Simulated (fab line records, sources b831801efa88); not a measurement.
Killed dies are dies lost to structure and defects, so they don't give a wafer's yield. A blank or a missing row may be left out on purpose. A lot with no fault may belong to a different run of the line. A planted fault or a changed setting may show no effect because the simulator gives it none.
fab line records ; flow sky130 ; part 1 of 2: steps 1 to 22 of 31
record: lots: 5; wafers: 15; last_day: 49
route steps=708 shown CONTACT@431 METAL1@434 VIA1@458
lots untouched by any fault: they come from a run of this same line in which no faults occurred
start_h: the number of hours between the record's first day and the start of the first shown wafer of the lot ; wait_h: how many hours have passed since the lot's step before this one ; " repeats the value in the row above ; L1.1+2: several wafers, shown together as one row ; - either no value or no given start ; * or withheld: withheld ; < > ~ a bound
route shown NAME@n: a module of which the file shows steps, and the number in the route of the first ; usual: average and standard deviation across the fault-free wafers ; same: alike in all rows ; chamber/n: place in a boat ; sites: per-site readings ; _std_site: the values' standard deviation ; _edge_site: mean of outer sites minus mean of inner sites ; radius_mm: for every site, how far away it sits from the centre of the wafer ; mask NAME#n: copy n ; behind: the tool/chamber that last shaped the wafer ; hold: reason for holding the lot/hours on hold/outcome of the hold ; device: which transistor (n, p or np) failed to switch ; end of line: tests run on the same wafers once the route is complete ; a step given without rows: its recipe and nothing more ; killed: at the first sort, the dies lost to defects and structure; wafer yield is something else ; map: the dies of a wafer, with x for killed, . for not killed, _ for no die there
set.NAME: the setting as run; set.NAME@STEP: as run at that earlier step ; model.NAME: the simulator's own value behind a step, which no gauge read
lots seen at some steps along the route; tables by step, rows by wafer
services: the hour from which a tool's chamber was out of use, counted from the record's first day as start_h (under 0 if before that day), plus the number of hours and why
== steps ==
step: SKY_CONTACT_RS_MEAS_25
recipe: thk_meas_gauge: four-point-probe; reads: W_of_CONTACT_CVD_24+TiN_of_CONTACT_SPUTTER_23
usual: CONTACT_W_RS: 0.337/0.0046
lot.wafer;tool;chamber;start_h;wait_h;CONTACT_W_RS[ohm/sq]
L075.3;film_metro-02;-;750.22;0.1;0.343
L075.4;film_metro-02;-;750.22;0.1;0.339
L075.6;film_metro-02;-;750.22;0.1;0.339
L081.2;film_metro-04;-;795.66;0.1;0.332
L081.3;film_metro-04;-;795.66;0.1;0.337
L081.5;film_metro-04;-;795.66;0.1;0.335
L084.1;film_metro-02;-;824.94;0.1;0.331
L084.2;film_metro-02;-;824.94;0.1;0.332
L084.4;film_metro-02;-;824.94;0.1;0.330
L090.1;film_metro-01;-;870.18;0.1;0.344
L090.2;film_metro-01;-;870.18;0.1;0.344
L090.3;film_metro-01;-;870.18;0.1;0.339
L091.1;film_metro-02;-;871.68;0.1;0.333
L091.3;film_metro-02;-;871.68;0.1;0.337
L091.4;film_metro-02;-;871.68;0.1;0.334
step: SKY_CONTACT_THK_MEAS_26
recipe: thk_meas_gauge: xrf; reads: W_of_CONTACT_CVD_24
usual: CONTACT_W_THK: 331/6
lot.wafer;tool;chamber;start_h;wait_h;CONTACT_W_THK[nm]
L075.3;film_metro-02;-;750.32;0.1;322
L075.4;film_metro-02;-;750.32;0.1;326
L075.6;film_metro-02;-;750.32;0.1;324
L081.2;film_metro-04;-;795.77;0.1;342
L081.3;film_metro-04;-;795.77;0.1;338
L081.5;film_metro-04;-;795.77;0.1;340
L084.1;film_metro-02;-;825.06;0.1;331
L084.2;film_metro-02;-;825.06;0.1;328
L084.4;film_metro-02;-;825.06;0.1;331
L090.1;film_metro-01;-;870.30;0.1;326
L090.2;film_metro-01;-;870.30;0.1;327
L090.3;film_metro-01;-;870.30;0.1;328
L091.1;film_metro-02;-;871.80;0.1;332
L091.3;film_metro-02;-;871.80;0.1;328
L091.4;film_metro-02;-;871.80;0.1;332
step: SKY_CONTACT_CMP_27
recipe: stop_on: SiO2; t_overpolish_s: 15; down_force_psi: 3.5; platen_rpm: 60; target_thk_nm: 0; pad_velocity_m_s: 0.94248
usual: edge_zone_pressure_frac: 1.000/0.0051; head_pressure_psi: 3.499/0.0078; motor_current_A: 11.0/0.76; overpolish_run_s: 15.001/0.0088; slurry_flow_ml_min: 150.1/0.45; time_to_endpoint_s: 83.0/2.8
lot.wafer;tool;chamber;start_h;wait_h;edge_zone_pressure_frac;head_pressure_psi;motor_current_A;overpolish_run_s;slurry_flow_ml_min;time_to_endpoint_s
L075.4;cmp-01;0;750.36;0.0;1.000;3.487;11.4;14.996;150.1;84.8
L075.3;cmp-01;2;750.36;0.0;0.998;3.494;11.7;15.002;150.4;81.5
L075.6;cmp-01;0;750.36;0.0;1.000;3.508;11.4;14.998;150.3;83.7
L081.3;cmp-02;1;795.82;0.0;0.998;3.499;10.6;15.017;149.9;81.4
L081.2;cmp-02;2;795.82;0.0;1.001;3.487;12.2;15.010;149.8;84.1
L081.5;cmp-02;2;795.82;0.0;1.001;3.493;12.7;14.989;150.3;81.3
L084.2;cmp-02;3;825.12;0.0;1.008;3.507;9.7;14.982;149.6;84.8
L084.4;cmp-02;0;825.12;0.0;0.992;3.502;11.0;15.013;149.9;90.1
L084.1;cmp-02;1;825.12;0.0;0.996;3.502;10.5;15.020;150.9;83.0
L090.3;cmp-02;2;870.51;0.2;1.000;3.500;12.3;14.997;149.9;80.4
L090.2;cmp-02;0;870.51;0.2;0.994;3.490;11.3;14.998;149.7;81.8
L090.1;cmp-02;1;870.51;0.2;1.004;3.503;10.7;14.989;149.9;79.1
L091.1;cmp-01;0;871.86;0.1;1.004;3.493;10.9;15.019;149.5;87.8
L091.4;cmp-01;1;871.86;0.1;1.008;3.493;11.6;14.997;149.2;84.7
L091.3;cmp-01;3;871.86;0.1;0.989;3.509;11.1;15.004;150.3;83.8
step: SKY_METAL1_SPUTTER_00
recipe: material: Ti; target_thk_nm: 15; power_w: 3000; time_s: 10; chamber_pressure_pa: 0.4
usual: throttle_valve_pct: 30.3/0.93
lot.wafer;tool;chamber;start_h;wait_h;throttle_valve_pct
L075.3;pvd_sputter-04;-;750.66;0.1;31.3
L075.4;pvd_sputter-04;-;750.66;0.1;31.1
L075.6;pvd_sputter-04;-;750.66;0.1;31.0
L081.2;pvd_sputter-02;-;796.12;0.2;29.9
L081.3;pvd_sputter-02;-;796.12;0.2;29.5
L081.5;pvd_sputter-02;-;796.12;0.2;30.1
L084.1;pvd_sputter-04;-;825.42;0.1;31.4
L084.2;pvd_sputter-04;-;825.42;0.1;31.4
L084.4;pvd_sputter-04;-;825.42;0.1;30.7
L090.1;pvd_sputter-02;-;870.81;0.1;29.7
L090.2;pvd_sputter-02;-;870.81;0.1;31.2
L090.3;pvd_sputter-02;-;870.81;0.1;30.0
L091.1;pvd_sputter-01;-;872.16;0.2;31.4
L091.3;pvd_sputter-01;-;872.16;0.2;29.4
L091.4;pvd_sputter-01;-;872.16;0.2;30.1
step: SKY_METAL1_SPUTTER_01
recipe: material: TiN; target_thk_nm: 20; power_w: 6500; time_s: 16.7; chamber_pressure_pa: 0.4
usual: throttle_valve_pct: 30.3/0.91
lot.wafer;tool;chamber;start_h;wait_h;throttle_valve_pct
L075.3;pvd_sputter-04;-;750.69;0.0;31.3
L075.4;pvd_sputter-04;-;750.69;0.0;30.9
L075.6;pvd_sputter-04;-;750.69;0.0;31.5
L081.2;pvd_sputter-02;-;796.14;0.0;30.0
L081.3;pvd_sputter-02;-;796.14;0.0;29.5
L081.5;pvd_sputter-02;-;796.14;0.0;30.2
L084.1;pvd_sputter-04;-;825.45;0.0;31.2
L084.2;pvd_sputter-04;-;825.45;0.0;31.2
L084.4;pvd_sputter-04;-;825.45;0.0;30.7
L090.1;pvd_sputter-02;-;870.83;0.0;29.7
L090.2;pvd_sputter-02;-;870.83;0.0;30.9
L090.3;pvd_sputter-02;-;870.83;0.0;30.1
L091.1;pvd_sputter-01;-;872.18;0.0;31.4
L091.3;pvd_sputter-01;-;872.18;0.0;29.7
L091.4;pvd_sputter-01;-;872.18;0.0;30.2
step: SKY_METAL1_SPUTTER_02
recipe: material: AlCu; target_thk_nm: 250; power_w: 10600; time_s: 13.3; chamber_pressure_pa: 0.4
usual: throttle_valve_pct: 30.3/0.92
lot.wafer;tool;chamber;start_h;wait_h;throttle_valve_pct
L075.3;pvd_sputter-04;-;750.71;0.0;31.4
L075.4;pvd_sputter-04;-;750.71;0.0;31.0
L075.6;pvd_sputter-04;-;750.71;0.0;31.5
L081.2;pvd_sputter-02;-;796.17;0.0;29.9
L081.3;pvd_sputter-02;-;796.17;0.0;29.3
L081.5;pvd_sputter-02;-;796.17;0.0;30.0
L084.1;pvd_sputter-04;-;825.47;0.0;31.4
L084.2;pvd_sputter-04;-;825.47;0.0;31.4
L084.4;pvd_sputter-04;-;825.47;0.0;30.7
L090.1;pvd_sputter-02;-;870.86;0.0;29.3
L090.2;pvd_sputter-02;-;870.86;0.0;31.1
L090.3;pvd_sputter-02;-;870.86;0.0;30.0
L091.1;pvd_sputter-01;-;872.21;0.0;31.4
L091.3;pvd_sputter-01;-;872.21;0.0;29.2
L091.4;pvd_sputter-01;-;872.21;0.0;30.4
step: SKY_METAL1_SPUTTER_03
recipe: material: Ti; target_thk_nm: 5; power_w: 3000; time_s: 3.3; chamber_pressure_pa: 0.4
usual: throttle_valve_pct: 30.2/0.91
lot.wafer;tool;chamber;start_h;wait_h;throttle_valve_pct
L075.3;pvd_sputter-04;-;750.74;0.0;31.1
L075.4;pvd_sputter-04;-;750.74;0.0;31.1
L075.6;pvd_sputter-04;-;750.74;0.0;31.2
L081.2;pvd_sputter-02;-;796.19;0.0;29.9
L081.3;pvd_sputter-02;-;796.19;0.0;29.7
L081.5;pvd_sputter-02;-;796.19;0.0;30.1
L084.1;pvd_sputter-04;-;825.50;0.0;31.4
L084.2;pvd_sputter-04;-;825.50;0.0;31.0
L084.4;pvd_sputter-04;-;825.50;0.0;30.6
L090.1;pvd_sputter-02;-;870.88;0.0;29.5
L090.2;pvd_sputter-02;-;870.88;0.0;31.1
L090.3;pvd_sputter-02;-;870.88;0.0;29.7
L091.1;pvd_sputter-01;-;872.23;0.0;31.5
L091.3;pvd_sputter-01;-;872.23;0.0;29.5
L091.4;pvd_sputter-01;-;872.23;0.0;30.1
step: SKY_METAL1_SPUTTER_04
recipe: material: TiN; target_thk_nm: 70; power_w: 6500; time_s: 58.3; chamber_pressure_pa: 0.4
usual: throttle_valve_pct: 30.3/0.92
lot.wafer;tool;chamber;start_h;wait_h;throttle_valve_pct
L075.3;pvd_sputter-04;-;750.75;0.0;31.3
L075.4;pvd_sputter-04;-;750.75;0.0;30.8
L075.6;pvd_sputter-04;-;750.75;0.0;31.4
L081.2;pvd_sputter-02;-;796.21;0.0;30.0
L081.3;pvd_sputter-02;-;796.21;0.0;29.7
L081.5;pvd_sputter-02;-;796.21;0.0;30.0
L084.1;pvd_sputter-04;-;825.51;0.0;31.3
L084.2;pvd_sputter-04;-;825.51;0.0;31.3
L084.4;pvd_sputter-04;-;825.51;0.0;30.8
L090.1;pvd_sputter-02;-;870.90;0.0;29.8
L090.2;pvd_sputter-02;-;870.90;0.0;31.0
L090.3;pvd_sputter-02;-;870.90;0.0;30.0
L091.1;pvd_sputter-01;-;872.25;0.0;31.7
L091.3;pvd_sputter-01;-;872.25;0.0;29.4
L091.4;pvd_sputter-01;-;872.25;0.0;30.0
step: SKY_METAL1_RS_MEAS_05
recipe: thk_meas_gauge: four-point-probe; reads: TiN_of_METAL1_SPUTTER_04+Ti_of_METAL1_SPUTTER_03+AlCu_of_METAL1_SPUTTER_02+TiN_of_METAL1_SPUTTER_01+Ti_of_METAL1_SPUTTER_00
usual: METAL1_ALCU_RS: 0.1268/0.0012
lot.wafer;tool;chamber;start_h;wait_h;METAL1_ALCU_RS[ohm/sq]
L075.3;film_metro-01;-;750.84;0.1;0.1278
L075.4;film_metro-01;-;750.84;0.1;0.1270
L075.6;film_metro-01;-;750.84;0.1;0.1284
L081.2;film_metro-03;-;796.28;0.0;0.1272
L081.3;film_metro-03;-;796.28;0.0;0.1267
L081.5;film_metro-03;-;796.28;0.0;0.1269
L084.1;film_metro-03;-;825.56;0.0;0.1275
L084.2;film_metro-03;-;825.56;0.0;0.1270
L084.4;film_metro-03;-;825.56;0.0;0.1274
L090.1;film_metro-03;-;870.95;0.0;0.1261
L090.2;film_metro-03;-;870.95;0.0;0.1280
L090.3;film_metro-03;-;870.95;0.0;0.1266
L091.1;film_metro-02;-;872.30;0.0;0.1256
L091.3;film_metro-02;-;872.30;0.0;0.1277
L091.4;film_metro-02;-;872.30;0.0;0.1261
step: SKY_METAL1_THK_MEAS_06
recipe: thk_meas_gauge: xrf; reads: AlCu_of_METAL1_SPUTTER_02
usual: METAL1_ALCU_THK: 249.5/2.6
lot.wafer;tool;chamber;start_h;wait_h;METAL1_ALCU_THK[nm]
L075.3;film_metro-01;-;750.94;0.1;245.8
L075.4;film_metro-01;-;750.94;0.1;246.8
L075.6;film_metro-01;-;750.94;0.1;246.0
L081.2;film_metro-03;-;796.39;0.1;248.7
L081.3;film_metro-03;-;796.39;0.1;250.0
L081.5;film_metro-03;-;796.39;0.1;249.1
L084.1;film_metro-03;-;825.68;0.1;248.4
L084.2;film_metro-03;-;825.68;0.1;247.6
L084.4;film_metro-03;-;825.68;0.1;246.2
L090.1;film_metro-03;-;871.07;0.1;249.7
L090.2;film_metro-03;-;871.07;0.1;246.3
L090.3;film_metro-03;-;871.07;0.1;248.4
L091.1;film_metro-02;-;872.42;0.1;252.3
L091.3;film_metro-02;-;872.42;0.1;248.1
L091.4;film_metro-02;-;872.42;0.1;252.0
step: SKY_METAL1_DEHYDRATE_07
recipe: temp_c: 200; time_s: 60
usual: chill_plate_temp_C: 23.00/0.1
lot.wafer;tool;chamber;start_h;wait_h;chill_plate_temp_C
L075.3;litho_track-02;0;763.78;12.8;22.85
L075.4;litho_track-02;0;763.78;12.8;22.88
L075.6;litho_track-02;0;763.78;12.8;22.91
L081.2;litho_track-04;0;808.94;12.5;23.13
L081.3;litho_track-04;0;808.94;12.5;22.90
L081.5;litho_track-04;0;808.94;12.5;23.25
L084.1;litho_track-03;0;838.26;12.6;23.01
L084.2;litho_track-03;0;838.26;12.6;22.93
L084.4;litho_track-03;0;838.26;12.6;23.06
L090.1;litho_track-02;0;883.28;12.2;23.00
L090.2;litho_track-02;0;883.28;12.2;23.27
L090.3;litho_track-02;0;883.28;12.2;23.18
L091.1;litho_track-04;0;884.72;12.3;23.16
L091.3;litho_track-04;0;884.72;12.3;22.98
L091.4;litho_track-04;0;884.72;12.3;23.07
step: SKY_METAL1_HMDS_08
recipe: prime_time_s: 60; prime_temp_c: 120
usual: chill_plate_temp_C: 23.02/0.12
lot.wafer;tool;chamber;start_h;wait_h;chill_plate_temp_C
L075.3;litho_track-02;0;763.93;0.1;23.22
L075.4;litho_track-02;0;763.93;0.1;22.95
L075.6;litho_track-02;0;763.93;0.1;22.98
L081.2;litho_track-04;0;809.09;0.1;23.14
L081.3;litho_track-04;0;809.09;0.1;23.03
L081.5;litho_track-04;0;809.09;0.1;23.05
L084.1;litho_track-03;0;838.41;0.1;22.94
L084.2;litho_track-03;0;838.41;0.1;22.97
L084.4;litho_track-03;0;838.41;0.1;23.03
L090.1;litho_track-02;0;883.43;0.1;22.95
L090.2;litho_track-02;0;883.43;0.1;22.75
L090.3;litho_track-02;0;883.43;0.1;22.98
L091.1;litho_track-04;0;884.87;0.1;23.05
L091.3;litho_track-04;0;884.87;0.1;23.00
L091.4;litho_track-04;0;884.87;0.1;23.15
step: SKY_METAL1_COAT_09
recipe: resist: BARC; temp_c: withheld; time_s: withheld; spin_rpm: 3000; resist_thk_nm: 60
usual: chill_plate_temp_C: *; spin_speed_rpm: 3000.3/1.9
lot.wafer;tool;chamber;start_h;wait_h;chill_plate_temp_C;spin_speed_rpm
L075.3;litho_track-02;0;764.08;0.1;*;3000.2
L075.4;litho_track-02;0;764.08;0.1;*;3002.7
L075.6;litho_track-02;0;764.08;0.1;*;2999.8
L081.2;litho_track-04;0;809.24;0.1;*;3001.5
L081.3;litho_track-04;0;809.24;0.1;*;2999.4
L081.5;litho_track-04;0;809.24;0.1;*;3002.0
L084.1;litho_track-03;0;838.56;0.1;*;2998.8
L084.2;litho_track-03;0;838.56;0.1;*;3001.8
L084.4;litho_track-03;0;838.56;0.1;*;3000.9
L090.1;litho_track-02;0;883.58;0.1;*;3001.1
L090.2;litho_track-02;0;883.58;0.1;*;2997.2
L090.3;litho_track-02;0;883.58;0.1;*;3000.0
L091.1;litho_track-04;0;885.02;0.1;*;2999.9
L091.3;litho_track-04;0;885.02;0.1;*;2996.4
L091.4;litho_track-04;0;885.02;0.1;*;3000.6
step: SKY_METAL1_COAT_10
recipe: resist: KrF-thick; spin_rpm: 3000; resist_thk_nm: 450
usual: chill_plate_temp_C: 23.00/0.094; spin_speed_rpm: 2999.9/2
lot.wafer;tool;chamber;start_h;wait_h;chill_plate_temp_C;spin_speed_rpm
L075.3;litho_track-02;0;-;-;22.96;2998.0
L075.4;litho_track-02;0;-;-;23.07;3000.0
L075.6;litho_track-02;0;-;-;22.98;3002.5
L081.2;litho_track-04;0;-;-;23.23;2996.0
L081.3;litho_track-04;0;-;-;23.12;2999.4
L081.5;litho_track-04;0;-;-;22.97;2998.7
L084.1;litho_track-03;0;-;-;22.93;2997.5
L084.2;litho_track-03;0;-;-;23.02;2996.4
L084.4;litho_track-03;0;-;-;22.91;2999.6
L090.1;litho_track-02;0;-;-;22.96;3002.1
L090.2;litho_track-02;0;-;-;23.04;3004.6
L090.3;litho_track-02;0;-;-;23.25;2999.3
L091.1;litho_track-04;0;-;-;23.11;3000.2
L091.3;litho_track-04;0;-;-;22.97;2999.8
L091.4;litho_track-04;0;-;-;23.05;3000.3
step: SKY_METAL1_SOFTBAKE_11
recipe: temp_c: 100; time_s: 93.86; resist: KrF-thick
usual: chill_plate_temp_C: 23.01/0.1; plate_sensor_t_centre_C: 100.88/0.011; plate_sensor_t_edge_C: 100.95/0.01
lot.wafer;tool;chamber;start_h;wait_h;chill_plate_temp_C;plate_sensor_t_centre_C;plate_sensor_t_edge_C
L075.3;litho_track-02;0;-;-;23.04;100.88;100.93
L075.4;litho_track-02;0;-;-;23.09;100.88;100.94
L075.6;litho_track-02;0;-;-;23.03;100.88;100.95
L081.2;litho_track-04;0;-;-;23.00;100.88;100.93
L081.3;litho_track-04;0;-;-;23.14;100.88;100.94
L081.5;litho_track-04;0;-;-;22.94;100.87;100.98
L084.1;litho_track-03;0;-;-;23.01;100.89;100.97
L084.2;litho_track-03;0;-;-;23.01;100.88;100.96
L084.4;litho_track-03;0;-;-;23.08;100.87;100.95
L090.1;litho_track-02;0;-;-;22.91;100.89;100.95
L090.2;litho_track-02;0;-;-;22.94;100.87;100.93
L090.3;litho_track-02;0;-;-;22.98;100.88;100.93
L091.1;litho_track-04;0;-;-;22.83;100.88;100.96
L091.3;litho_track-04;0;-;-;22.82;100.88;100.94
L091.4;litho_track-04;0;-;-;22.93;100.90;100.96
step: SKY_METAL1_EXPOSE_12
recipe: mask_id: MM1; na: 0.8; source_shape: annular; sigma_inner: 0.55; sigma_outer: 0.85; target_cd_nm: 140; dose_mj: 28
usual: focus_offset_nm: -0.1/0.56
lot.wafer;tool;chamber;start_h;wait_h;mask;focus_offset_nm
L075.3;krf_scanner-01;0;-;-;MM1#0;-1.6
L075.4;krf_scanner-01;0;-;-;MM1#0;-0.7
L075.6;krf_scanner-01;0;-;-;MM1#0;-1.0
L081.2;krf_scanner-02;0;-;-;MM1#0;0.1
L081.3;krf_scanner-02;0;-;-;MM1#0;-0.3
L081.5;krf_scanner-02;0;-;-;MM1#0;-0.4
L084.1;krf_scanner-02;0;-;-;MM1#0;-0.5
L084.2;krf_scanner-02;0;-;-;MM1#0;0.3
L084.4;krf_scanner-02;0;-;-;MM1#0;-0.1
L090.1;krf_scanner-01;0;-;-;MM1#0;0.2
L090.2;krf_scanner-01;0;-;-;MM1#0;0.1
L090.3;krf_scanner-01;0;-;-;MM1#0;0.0
L091.1;krf_scanner-01;0;-;-;MM1#0;-0.8
L091.3;krf_scanner-01;0;-;-;MM1#0;-0.8
L091.4;krf_scanner-01;0;-;-;MM1#0;-1.1
step: SKY_METAL1_PEB_13
recipe: peb_temp_c: withheld; peb_time_s: withheld; resist: KrF-thick
usual: chill_plate_temp_C: *
lot.wafer;tool;chamber;start_h;wait_h;chill_plate_temp_C
L075.3;litho_track-04;0;-;-;*
L075.4;litho_track-04;0;-;-;*
L075.6;litho_track-04;0;-;-;*
L081.2;litho_track-03;0;-;-;*
L081.3;litho_track-03;0;-;-;*
L081.5;litho_track-03;0;-;-;*
L084.1;litho_track-02;0;-;-;*
L084.2;litho_track-02;0;-;-;*
L084.4;litho_track-02;0;-;-;*
L090.1;litho_track-02;0;-;-;*
L090.2;litho_track-02;0;-;-;*
L090.3;litho_track-02;0;-;-;*
L091.1;litho_track-03;0;-;-;*
L091.3;litho_track-03;0;-;-;*
L091.4;litho_track-03;0;-;-;*
step: SKY_METAL1_DEVELOP_14
recipe: develop_time_s: 60; resist: KrF-thick; dev_temp_c: 21
usual: chill_plate_temp_C: 22.99/0.11
lot.wafer;tool;chamber;start_h;wait_h;chill_plate_temp_C
L075.3;litho_track-04;0;-;-;23.19
L075.4;litho_track-04;0;-;-;22.97
L075.6;litho_track-04;0;-;-;23.14
L081.2;litho_track-03;0;-;-;23.03
L081.3;litho_track-03;0;-;-;23.06
L081.5;litho_track-03;0;-;-;23.02
L084.1;litho_track-02;0;-;-;22.90
L084.2;litho_track-02;0;-;-;22.92
L084.4;litho_track-02;0;-;-;23.04
L090.1;litho_track-02;0;-;-;23.13
L090.2;litho_track-02;0;-;-;22.95
L090.3;litho_track-02;0;-;-;23.02
L091.1;litho_track-03;0;-;-;22.98
L091.3;litho_track-03;0;-;-;22.99
L091.4;litho_track-03;0;-;-;23.09
step: SKY_METAL1_CD_MEAS_15
recipe: target_cd_nm: 140
usual: cd_nm: 140.0/1.8
lot.wafer;tool;chamber;start_h;wait_h;cd_nm
L075.3;cd_sem-01;-;778.11;-;142.2
L075.4;cd_sem-01;-;778.11;-;143.8
L075.6;cd_sem-01;-;778.11;-;142.3
L081.2;cd_sem-01;-;823.43;-;141.1
L081.3;cd_sem-01;-;823.43;-;141.7
L081.5;cd_sem-01;-;823.43;-;139.5
L084.1;cd_sem-02;-;852.38;-;142.8
L084.2;cd_sem-02;-;852.38;-;141.8
L084.4;cd_sem-02;-;852.38;-;141.7
L090.1;cd_sem-02;-;897.13;-;140.9
L090.2;cd_sem-02;-;897.13;-;141.0
L090.3;cd_sem-02;-;897.13;-;140.5
L091.1;cd_sem-01;-;898.77;-;140.4
L091.3;cd_sem-01;-;898.77;-;143.3
L091.4;cd_sem-01;-;898.77;-;141.4
step: SKY_METAL1_OVL_MEAS_16
usual: METAL1_OVL: -4/6
lot.wafer;tool;chamber;start_h;wait_h;METAL1_OVL[nm]
L075.3;overlay-02;-;778.20;0.1;1
L075.4;overlay-02;-;778.20;0.1;-6
L075.6;overlay-02;-;778.20;0.1;-9
L081.2;overlay-02;-;823.54;0.1;2
L081.3;overlay-02;-;823.54;0.1;4
L081.5;overlay-02;-;823.54;0.1;4
L084.1;overlay-02;-;852.50;0.1;1
L084.2;overlay-02;-;852.50;0.1;3
L084.4;overlay-02;-;852.50;0.1;-1
L090.1;overlay-02;-;897.25;0.1;9
L090.2;overlay-02;-;897.25;0.1;6
L090.3;overlay-02;-;897.25;0.1;6
L091.1;overlay-02;-;898.89;0.1;-3
L091.3;overlay-02;-;898.89;0.1;-7
L091.4;overlay-02;-;898.89;0.1;-6
step: SKY_METAL1_DESCUM_17
recipe: chemistry: O2; source_power_w: 150; bias_power_w: 0; pressure_mtorr: 10; temp_c: 40; time_s: 8
usual: chamber_pressure_mTorr: 10.002/0.0094; drypump_motor_current_A: 5.9/0.63; oes_product_au: 0.998/0.0089
lot.wafer;tool;chamber;start_h;wait_h;chamber_pressure_mTorr;drypump_motor_current_A;oes_product_au;rf_hours_counter_h
L075.3;rie_metal-01;1;778.24;0.0;10.004;5.4;1.005;-
L075.4;rie_metal-01;0;778.24;0.0;10.013;6.4;0.995;-
L075.6;rie_metal-01;1;778.24;0.0;9.999;5.4;1.016;-
L081.2;rie_metal-03;1;823.57;0.0;9.998;6.7;1.000;8
L081.3;rie_metal-03;0;823.57;0.0;9.993;5.1;1.000;-
L081.5;rie_metal-03;1;823.57;0.0;10.011;6.8;0.995;-
L084.1;rie_metal-03;1;852.53;0.0;10.005;6.8;0.996;10
L084.2;rie_metal-03;0;852.53;0.0;9.997;5.1;1.005;14
L084.4;rie_metal-03;0;852.53;0.0;9.985;5.1;0.993;-
L090.1;rie_metal-03;1;897.28;0.0;9.992;6.8;0.997;11
L090.2;rie_metal-03;0;897.28;0.0;10.004;5.1;1.000;15
L090.3;rie_metal-03;0;897.28;0.0;10.008;5.1;1.003;-
L091.1;rie_metal-04;1;898.92;0.0;10.017;5.8;1.007;12
L091.3;rie_metal-04;1;898.92;0.0;10.004;5.8;1.016;-
L091.4;rie_metal-04;0;898.92;0.0;9.999;6.4;1.002;-
step: SKY_METAL1_ETCH_18
recipe: chemistry: N2/H2; target: BARC; ion_energy_ev: 200; bias_w: 100; pressure_mtorr: 30; n2_flow_sccm: 100; h2_flow_sccm: 200; icp_w: 500; stop_on: SiO2; time_s: 45.9; target_depth_a: 600
usual: chamber_pressure_mTorr: 30.000/0.027; drypump_motor_current_A: 6.0/0.63; oes_product_au: 0.855/0.0045; throttle_valve_pct: 13.225/0.0086
lot.wafer;tool;chamber;start_h;wait_h;chamber_pressure_mTorr;drypump_motor_current_A;oes_product_au;rf_hours_counter_h;throttle_valve_pct
L075.3;rie_metal-01;1;778.28;0.0;30.051;5.4;0.847;-;13.238
L075.4;rie_metal-01;0;778.28;0.0;29.994;6.4;0.851;-;13.232
L075.6;rie_metal-01;1;778.28;0.0;29.984;5.4;0.852;-;13.240
L081.2;rie_metal-03;1;823.60;0.0;29.981;6.7;0.846;8;13.212
L081.3;rie_metal-03;0;823.60;0.0;29.962;5.1;0.856;-;13.215
L081.5;rie_metal-03;1;823.60;0.0;30.011;6.8;0.853;-;13.227
L084.1;rie_metal-03;1;852.57;0.0;30.052;6.7;0.853;10;13.222
L084.2;rie_metal-03;0;852.57;0.0;30.023;5.1;0.852;14;13.217
L084.4;rie_metal-03;0;852.57;0.0;30.017;5.1;0.855;-;13.222
L090.1;rie_metal-03;1;897.32;0.0;29.989;6.7;0.857;11;13.220
L090.2;rie_metal-03;0;897.32;0.0;30.054;5.1;0.850;15;13.240
L090.3;rie_metal-03;0;897.32;0.0;30.032;5.1;0.858;-;13.236
L091.1;rie_metal-04;1;898.95;0.0;30.032;5.7;0.859;12;13.218
L091.3;rie_metal-04;1;898.95;0.0;29.972;5.8;0.860;-;13.225
L091.4;rie_metal-04;0;898.95;0.0;30.018;6.4;0.855;-;13.239
